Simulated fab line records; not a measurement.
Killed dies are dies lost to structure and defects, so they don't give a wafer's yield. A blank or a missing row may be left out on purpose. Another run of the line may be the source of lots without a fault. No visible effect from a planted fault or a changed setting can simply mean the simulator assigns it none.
Which tool is to blame? :: flow sky130 :: Sampling: 6 lots, 18 wafers, 2 of 708 route steps

WHAT THE GAUGES SHOWED, per wafer
SKY_VIA4_THK_MEAS_01.
lot: L857
measured: day 42 09:08
on: film_metro-02
VIA4_HDPCVD_THK (nm): 1699 1728 1721

lot: L859
measured: day 43 02:17
on: film_metro-03
VIA4_HDPCVD_THK (nm): 1736 1751 1724

lot: L864
measured: day 44 12:17
on: film_metro-02
VIA4_HDPCVD_THK (nm): 1738 1745 1719

lot: L865
measured: day 44 19:55
on: film_metro-03
VIA4_HDPCVD_THK (nm): 1776 1778 1757

lot: L866
measured: day 45 11:59
on: film_metro-02
VIA4_HDPCVD_THK (nm): 1777 1767 1783

lot: L871
measured: day 46 09:50
on: film_metro-03
VIA4_HDPCVD_THK (nm): 1742 1755 1782

WHAT TOOL EACH LOT RAN ON (gives the tool, then ch and the chambers of the sampled wafers, and finally the start)
lot: L857
SKY_CONTACT_CVD_00: pecvd-02 ch 0,1,2, day 30 22:17

lot: L859
SKY_CONTACT_CVD_00: pecvd-04 ch 0,1,2, day 31 17:47

lot: L864
SKY_CONTACT_CVD_00: pecvd-04 ch 1,2, day 33 11:44

lot: L865
SKY_CONTACT_CVD_00: pecvd-02 ch 0,1,2, day 33 20:44

lot: L866
SKY_CONTACT_CVD_00: pecvd-04 ch 0,2, day 34 17:05

lot: L871
SKY_CONTACT_CVD_00: pecvd-04 ch 1,2, day 35 18:57
- SKY_CONTACT_CVD_00: deposits Si3N4, target thk 75 nm.

THE ANSWER, worked out from the rows above alone
Rule: usual is defined by the lots themselves. The widest of any qualifying gaps counts: lots, ordered by their means at a reading, are off when they make up no more than a third of the lots, leave a main group of 4 or more, and stand apart from it by 3 or more times the standard deviation of that group's means. The tables above print the reading to a certain number of digits; a main group whose means all agree to those digits is not used. Also off: a lot with no number at a reading for which 4 or more lots have one. All remaining lots with rows at the step are treated as sound.
Nothing can be told from this: no lot is off at any reading shown.

WHAT THE SIMULATOR HAD PUT IN
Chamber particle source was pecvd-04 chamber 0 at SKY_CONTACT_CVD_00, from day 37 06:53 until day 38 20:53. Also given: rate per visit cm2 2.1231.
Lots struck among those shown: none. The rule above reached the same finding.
